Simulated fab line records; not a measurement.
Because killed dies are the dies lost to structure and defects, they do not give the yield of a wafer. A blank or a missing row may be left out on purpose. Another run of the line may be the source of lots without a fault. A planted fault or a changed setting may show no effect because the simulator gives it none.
Which tool did it? | flow sky130 | Sampling: 12 lots, 34 wafers, 5 of 708 route steps

== WHAT THE GAUGES READ, wafer by wafer ==
SKY_SD_P_OVL_MEAS_08. Usual: for SD_P_OVL the level is -1.2 nm and the standard deviation is 1.3.
lot  | measured     | on         | SD_P_OVL (nm)  | flag
L860 | day 25 00:56 | overlay-02 | -0.9 -1.6 0.0  |
L861 | day 25 11:32 | overlay-01 | 0.0 -0.4 -0.8  |
L862 | day 25 17:25 | overlay-01 | -0.2 -1.3 -2.0 |
L863 | day 26 03:01 | overlay-02 | -1.6 -0.4 -2.7 |
L864 | day 26 14:43 | overlay-01 | -1.2 -2.4 -2.1 |
L865 | day 27 06:34 | overlay-01 | -2.3 -1.0 -2.0 |
L867 | day 28 15:11 | overlay-01 | -3.2 -2.9 -1.9 |
L870 | day 29 05:12 | overlay-02 | 1.1 -2.5       |
L871 | day 29 14:04 | overlay-02 | -2.5 -2.9      |
L880 | day 32 13:23 | overlay-01 | -2.6 -2.3 -3.2 |
L881 | day 32 20:50 | overlay-01 | -2.0 0.5 -0.4  |
L883 | day 33 00:56 | overlay-02 | -3.1 -0.8 0.5  |

SKY_SD_N_OVL_MEAS_08. Usual: for SD_N_OVL the level is 0.0 nm and the standard deviation is 1.5.
lot  | measured     | on         | SD_N_OVL (nm) | flag
L860 | day 27 10:56 | overlay-01 | 0.1 0.2 0.7   |
L861 | day 27 22:20 | overlay-02 | 3.1 1.8 1.8   |
L862 | day 28 03:49 | overlay-02 | 1.9 0.5 2.4   |
L863 | day 28 12:50 | overlay-01 | -1.6 -1.1 0.3 |
L864 | day 29 00:16 | overlay-02 | -1.3 0.7 -0.2 |
L865 | day 29 16:32 | overlay-01 | 0.8 1.5 -1.0  |
L867 | day 30 23:08 | overlay-01 | 0.5 -2.4 0.7  |
L870 | day 31 12:56 | overlay-01 | -0.5 -1.0     |
L871 | day 31 20:41 | overlay-01 | -2.0 -1.0     |
L880 | day 34 18:50 | overlay-02 | -2.6 0.0 0.0  |
L881 | day 35 01:51 | overlay-02 | -2.1 0.4 0.3  |
L883 | day 35 05:47 | overlay-01 | 0.7 0.9 0.1   |

SKY_LI_CONTACT_THK_MEAS_01. Usual: for LI_CONTACT_HDPCVD_THK the level is 929 nm and the standard deviation is 8.3.
lot  | measured     | on            | LI_CONTACT_HDPCVD_THK (nm) | flag
L860 | day 27 12:08 | film_metro-04 | 920 922 919                |
L861 | day 27 23:32 | film_metro-01 | 926 918 924                |
L862 | day 28 05:02 | film_metro-01 | 929 926 927                |
L863 | day 28 14:04 | film_metro-02 | 928 935 929                |
L864 | day 29 01:28 | film_metro-02 | 929 935 940                |
L865 | day 29 17:44 | film_metro-04 | 943 929 933                |
L867 | day 31 00:20 | film_metro-04 | 936 934 931                |
L870 | day 31 14:09 | film_metro-04 | 1672 920                   | OFF
L871 | day 31 21:53 | film_metro-04 | 1688 1679                  | OFF
L880 | day 34 20:05 | film_metro-04 | 918 921 912                |
L881 | day 35 03:03 | film_metro-01 | 937 924 936                |
L883 | day 35 07:02 | film_metro-04 | 922 934 923                |

== TOOL THAT RAN EACH LOT (tool first, then ch and the chambers of the sampled wafers, then the start) ==
lot  | SKY_SD_P_STRIP_10                    | SKY_LI_CONTACT_HDPCVD_00
L860 | plasma_asher-02 ch 0,1, day 25 01:08 | hdpcvd-01 ch 0,2, day 27 12:01
L861 | plasma_asher-04 ch 0,1, day 25 11:43 | hdpcvd-02 ch 0,2, day 27 23:26
L862 | plasma_asher-02 ch 0,1, day 25 17:38 | hdpcvd-02 ch 0,1,2, day 28 04:57
L863 | plasma_asher-02 ch 0,1, day 26 03:13 | hdpcvd-02 ch 0,1,2, day 28 13:59
L864 | plasma_asher-01 ch 0,1, day 26 14:56 | hdpcvd-01 ch 1,2, day 29 01:21
L865 | plasma_asher-04 ch 0,1, day 27 06:44 | hdpcvd-01 ch 1,2, day 29 17:38
L867 | plasma_asher-04 ch 0,1, day 28 15:23 | hdpcvd-01 ch 1,2, day 31 00:13
L870 | plasma_asher-01 ch 0,1, day 29 05:23 | hdpcvd-02 ch 0, day 31 14:02
L871 | plasma_asher-04 ch 0,1, day 29 14:14 | hdpcvd-02 ch 0,2, day 31 21:47
L880 | plasma_asher-01 ch 0,1, day 32 13:35 | hdpcvd-02 ch 0, day 34 19:56
L881 | plasma_asher-02 ch 1, day 32 21:01   | hdpcvd-02 ch 0,1, day 35 02:57
L883 | plasma_asher-02 ch 0, day 33 01:08   | hdpcvd-02 ch 1,2, day 35 06:55
- SKY_SD_P_STRIP_10: strips in O2/N2.
- SKY_LI_CONTACT_HDPCVD_00: deposits PSG, target thk 930 nm, time 155 s.

== AS READ BY THE TOOLS THEMSELVES (means over the sampled wafers that have a number; for cases with no such wafer, the mark the record gives instead) ==
SKY_SD_P_STRIP_10. Usual: drypump_motor_current_A 5.7 A, standard deviation 0.37; oes_product_au 0.618 a.u., standard deviation 0.0046; strip_time_to_endpoint_s 17.49 s, standard deviation 0.043.
lot  | tool            | drypump_motor_current_A (A) | oes_product_au (a.u.) | strip_time_to_endpoint_s (s) | flag
L860 | plasma_asher-02 | 5.4                         | 0.616                 | 17.53                        |
L861 | plasma_asher-04 | 6.1                         | 0.616                 | 17.49                        |
L862 | plasma_asher-02 | 5.4                         | 0.616                 | 17.55                        |
L863 | plasma_asher-02 | 5.3                         | 0.619                 | 17.52                        |
L864 | plasma_asher-01 | 5.4                         | 0.616                 | 17.50                        |
L865 | plasma_asher-04 | 6.1                         | 0.621                 | 17.47                        |
L867 | plasma_asher-04 | 5.9                         | 0.615                 | 17.48                        |
L870 | plasma_asher-01 | 5.4                         | 0.618                 | 17.48                        |
L871 | plasma_asher-04 | 6.0                         | 0.621                 | 17.46                        |
L880 | plasma_asher-01 | 5.4                         | 0.619                 | 17.46                        |
L881 | plasma_asher-02 | 5.1                         | 0.620                 | 17.52                        |
L883 | plasma_asher-02 | 5.9                         | 0.617                 | 17.50                        |

== THE ANSWER, worked out from the rows above alone ==
Rule: lot off if the mean of its wafers having a number is beyond 3 standard deviations from the usual mean. Also off: a lot with no number at a reading for which 4 or more lots have one. The other lots that the step has rows for count as sound. First the gauges in route order, then the tools' own readings, where a lot's mean is used as printed above. At the first step where some lot is off, the reading lying furthest off is the one used; lots without a number count as furthest.
Off: L870, L871, seen at SKY_LI_CONTACT_THK_MEAS_01 (LI_CONTACT_HDPCVD_THK).
A tool fits if, at a process step before that reading, it ran every lot that is off, and no sound lot after the first of them. The gauges at SKY_LI_CONTACT_THK_MEAS_01 are tried like those tools. None of those tried fits.

== WHAT WAS PUT IN BY THE SIMULATOR ==
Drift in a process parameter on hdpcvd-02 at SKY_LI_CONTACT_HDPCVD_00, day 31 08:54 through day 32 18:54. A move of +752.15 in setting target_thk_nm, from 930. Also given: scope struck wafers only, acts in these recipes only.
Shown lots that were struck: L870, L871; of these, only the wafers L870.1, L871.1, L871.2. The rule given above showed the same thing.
